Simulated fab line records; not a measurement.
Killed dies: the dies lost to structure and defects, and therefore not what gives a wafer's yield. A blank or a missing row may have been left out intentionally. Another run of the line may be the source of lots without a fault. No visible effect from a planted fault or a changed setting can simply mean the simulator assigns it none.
Code-filled problem report in 8D (eight disciplines) form + flow sky130 + the parts of the form that need people (team, actions taken, sign-off) are left out

1. THE ISSUE
Mean of run-length-s at SKY_VIA2_SOFTBAKE_08: 111.50 s across 2 wafers in 2 lots; on wafers with no fault it is 119.25 s (standard deviation 0.12). Relative to the usual mean, that is a shift of -65 standard deviations.
The step: time 90 s.
Earliest sighting: wafer L911.3 on litho-track-02 at day 37 20:00. The record holds 36 wafers of 12 lots with a number at this step. The rule behind "out" and "out of limits": a value lying over 4 standard deviations away from the usual mean. The rest of the wafers with a number are treated as sound.

2. WHAT IT IS, AND WHAT IT ISN'T
| question                    | is                                 | is not                                                                                                              |
|-----------------------------|------------------------------------|---------------------------------------------------------------------------------------------------------------------|
| which readings at this step | run-length-s, heater-power-total-W | -                                                                                                                   |
| which lots                  | L911, L912                         | L904, L906, L916, L921, L922, L923, L924, L925, L926, L927                                                          |
| which wafers of those lots  | L911.3, L912.3                     | L911.1, L911.5, L912.1, L912.5                                                                                      |
| read on which tools         | litho-track-02                     | litho-track-01, litho-track-04                                                                                      |
| when                        | from day 37 20:00                  | up to then (8 sound wafers); but 26 sound wafers of L912, L916, L921, L922, L923, L924, L925, L926, L927 came after |

3. WHAT RULES OUT EACH SUSPECT
Counting: if a tool at a process step up to the reading ran every lot that is out, it stays a suspect. Sound lots after the first of them don't rule it out here, since some wafers of a struck lot are sound.
- litho-track-02 at SKY_VIA2_SOFTBAKE_08 (time 90 s): kept. It processed each lot that is out (first: L911, day 37 20:00); up to then, its last sound lot is L904 (day 35 22:00). On those wafers its own readings are out: heater-power-total-W, run-length-s.
After counting, what remains is litho-track-02 at SKY_VIA2_SOFTBAKE_08.

4. THE CAUSE (what the simulator had put in)
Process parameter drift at SKY_VIA2_SOFTBAKE_08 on litho-track-02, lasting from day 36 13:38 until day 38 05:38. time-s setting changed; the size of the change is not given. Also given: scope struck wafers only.
The count eliminated every tool but this one.

5. THE CHAIN OF EFFECTS, in route order
Each row: a reading where the mean over the struck wafers with a number is more than 3 standard deviations away from the usual. Scope: only readings with a usual standard deviation given in the record; hours: median across lots of the time from each lot's start at the first step in this table that gives one to its start at this step; sigmas: change in usual standard deviations.
| hours | step                 | reading              | usual    | on struck wafers | change | sigmas |
|-------|----------------------|----------------------|----------|------------------|--------|--------|
| 0     | SKY_VIA2_SOFTBAKE_08 | heater-power-total-W | 57.35 W  | 59.06            | +1.71  | +16    |
| 0     | SKY_VIA2_SOFTBAKE_08 | run-length-s         | 119.25 s | 111.50           | -7.75  | -65    |
Process steps it contains:
- SKY_VIA2_SOFTBAKE_08: time 90 s.

6. HOW IT WOULD HAVE BEEN CAUGHT EARLIER
30 hours passed between the start of the fault at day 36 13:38 and the first reading out of limits in this record, taken at day 37 20:00.
